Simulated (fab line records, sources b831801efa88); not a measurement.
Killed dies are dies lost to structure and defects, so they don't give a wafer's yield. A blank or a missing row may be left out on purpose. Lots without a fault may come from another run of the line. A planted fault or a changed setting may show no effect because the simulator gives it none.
Problem report in the 8D (eight disciplines) form, filled by code | flow sky130 | the parts of the form that need people (team, actions taken, sign-off) are left out

1. THE PROBLEM
cd_nm at SKY_SONOS_ONO_CD_MEAS_13 reads a mean of 350.0 nm on 3 wafers of 3 lots; wafers without a fault read 410.2 nm with a standard deviation of 2.3. That is -26 standard deviations from the usual mean.
The step: target cd 410 nm.
First seen on wafer L856.4, day 15 12:46, on cd_sem-01. The record holds 43 wafers of 15 lots with a number at this step. Rule for "out", or "out of limits": more than 4 standard deviations from the usual mean. The other wafers with a number count as sound.

2. WHAT IT IS AND WHAT IT IS NOT
question                    | is                     | is not
which readings at this step | cd_nm                  | -
which lots                  | L856, L858, L860       | L847, L849, L850, L852, L854, L855, L857, L861, L867, L868, L869, L870
which wafers of those lots  | L856.4, L858.2, L860.2 | L856.1, L856.6, L858.5, L860.5
read on which gauges        | cd_sem-01, cd_sem-02   | -
when                        | from day 15 12:46      | up to then (20 sound wafers); but 20 sound wafers of L857, L858, L860, L861, L867, L868, L869, L870 came after

3. SUSPECTS, AND WHAT RULES EACH OUT
Counting: a tool at a process step up to the reading stays a suspect if it ran every lot that is out. Sound lots after the first of them don't rule it out here, since some wafers of a struck lot are sound.
- the gauge at SKY_SONOS_ONO_CD_MEAS_13: ruled out. The wafers that are out were read on 2 gauges (cd_sem-01, cd_sem-02).
- iline_stepper-02 at SKY_SONOS_ONO_EXPOSE_10 (exposes mask ONOM, target cd 410 nm): kept. It ran every lot that is out, first L856 (day 15 00:10); its last sound lot up to then is L855 (day 14 17:02).
Left after counting: iline_stepper-02 at SKY_SONOS_ONO_EXPOSE_10.

4. THE CAUSE (what the simulator had put in)
Process parameter drift: iline_stepper-02, from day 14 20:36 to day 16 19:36, at SKY_SONOS_ONO_EXPOSE_10. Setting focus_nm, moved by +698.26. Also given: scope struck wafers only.
Counting left only this tool.

5. THE CHAIN OF EFFECTS, in route order
Each row: a reading whose mean over the struck wafers that have a number lies more than 3 standard deviations from the usual. Only readings for which the record gives a usual standard deviation are gone through. hours: the time from each lot's start at the first step in this table that gives one to its start at this step, as a median over the lots. sigmas: the change in usual standard deviations.
hours | step                     | reading | usual    | on struck wafers | change | sigmas
0     | SKY_SONOS_ONO_CD_MEAS_13 | cd_nm   | 410.2 nm | 350.0            | -60.2  | -26
Later measuring or inspecting steps at which every struck wafer that the step has a row for has a number for every such reading, and none has moved that far: SKY_VIA1_THK_MEAS_01, SKY_VIA1_BOW_MEAS_03.

6. WHAT WOULD HAVE CAUGHT IT SOONER
In this record the first reading out of limits at a measuring or inspecting step was taken at day 15 12:46, 16 hours after the fault began at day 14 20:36.
Of the tool readings at SKY_SONOS_ONO_EXPOSE_10 for which the record gives a usual standard deviation, none was out on any struck wafer, so an alarm limit of 4 standard deviations on them would not have fired.
Of the lots that are out (3), L858, L860 began SKY_SONOS_ONO_EXPOSE_10 on iline_stepper-02 after day 15 12:46. A hold on the tool at that time would have spared those 2.
